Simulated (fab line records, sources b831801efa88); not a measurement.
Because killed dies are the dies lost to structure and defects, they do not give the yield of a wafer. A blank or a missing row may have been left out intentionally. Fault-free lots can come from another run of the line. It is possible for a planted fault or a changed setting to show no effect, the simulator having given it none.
The same fault as seen by 2 desks -- flow sky130 -- every desk sees just its own numbers, and what lay behind them comes last

THE METROLOGY DESK
Lot by lot, what the gauges showed, no matter which tool ran the lot: averages of those sampled wafers that carry a number. If a lot's mean is further than 4 standard deviations from the usual mean, the lot is out of limits and carries the mark OUT (the distance appears in the brackets).
Columns: A = LDD_HVN_OVL at SKY_LDD_HVN_OVL_MEAS_07, usual -0.1 nm; B = LDD_HVP_OVL at SKY_LDD_HVP_OVL_MEAS_07, usual 0.2 nm; C = cd nm at SKY_POLY_CUT_CD_MEAS_08, usual 270.4 nm; D = LI_CONTACT_W_RS at SKY_LI_CONTACT_RS_MEAS_22, usual 0.285 ohm/sq; E = LI_CONTACT_W_THK at SKY_LI_CONTACT_THK_MEAS_23, usual 395 nm
lot,first seen here,A,B,C,D,E
L595,day 20 04:40,-1.1,-0.6,270.4,0.286,397
L600,day 22 12:23,0.0,1.9,270.1,0.286,387
L599,day 22 13:00,1.8,-0.5,269.1,0.283,402
L602,day 23 07:18,1.4,0.9,271.3,0.283,392
L604,day 23 10:02,-0.7,-2.1,272.4,0.281,388
L605,day 24 01:16,0.6,-0.4,269.9,0.287,396
L606,day 24 12:58,-1.6,-0.0,271.4,0.285,395
L607,day 24 18:23,-1.0,1.3,270.1,0.286,395
L612,day 27 08:59,1.4,1.8,269.4,0.272,406
L615,day 27 15:23,-1.0,-0.1,272.2,0.264 (-5.3) OUT,432 (+5.1) OUT
L618,day 28 07:02,-0.9,-0.2,269.1,0.282,401
This desk's finding: out of limits on L615; first on L615, day 35 18:35 (LI_CONTACT_W_RS at SKY_LI_CONTACT_RS_MEAS_22). Within limits: L595, L600, L599, L602, L604, L605, L606, L607, L612, L618.

AT THE TOOL OWNER'S DESK: cvd w-02
The tool's own readings at SKY_LI_CONTACT_CVD_21 (deposits W, target thk 400 nm, time 120.56 s): means of the sampled wafers that have a number, for each lot that ran on this tool. If a lot's mean is further than 4 standard deviations from the usual mean, the lot is out of limits and carries the mark OUT (the distance appears in the brackets).
Columns: A = heater power w at SKY_LI_CONTACT_CVD_21, usual 880 W; B = susceptor temp C at SKY_LI_CONTACT_CVD_21, usual 399.98 C
lot,first seen here,A,B
L599,day 31 05:46,857,400.35
L604,day 32 00:22,885,400.03
L607,day 33 05:30,874,399.61
L612,day 35 15:04,888,402.11 (+8.2) OUT
L615,day 35 18:27,866,404.14 (+16) OUT
This desk's verdict: out of limits on L612, L615, starting with L612 at day 35 15:04 (susceptor temp C at SKY_LI_CONTACT_CVD_21). Within limits: L599, L604, L607.

PUT TOGETHER
At day 35 15:04, on L612, L615, the tool owner's desk was in a position to raise an alarm.
At day 35 18:35 the metrology desk could have sounded an alarm, on L615.
The metrology desk holds a record of L612, inside its limits.
On cvd w-02, each named lot ran SKY_LI_CONTACT_CVD_21.

WHAT THE SIMULATOR PUT IN
cvd w-02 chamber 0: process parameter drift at SKY_LI_CONTACT_CVD_21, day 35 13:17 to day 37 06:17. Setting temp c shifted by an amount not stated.
Lots struck among those shown: L612, L615.
Fault start to first reading out of limits, in hours, per desk: tool owner, 2; metrology, 5.
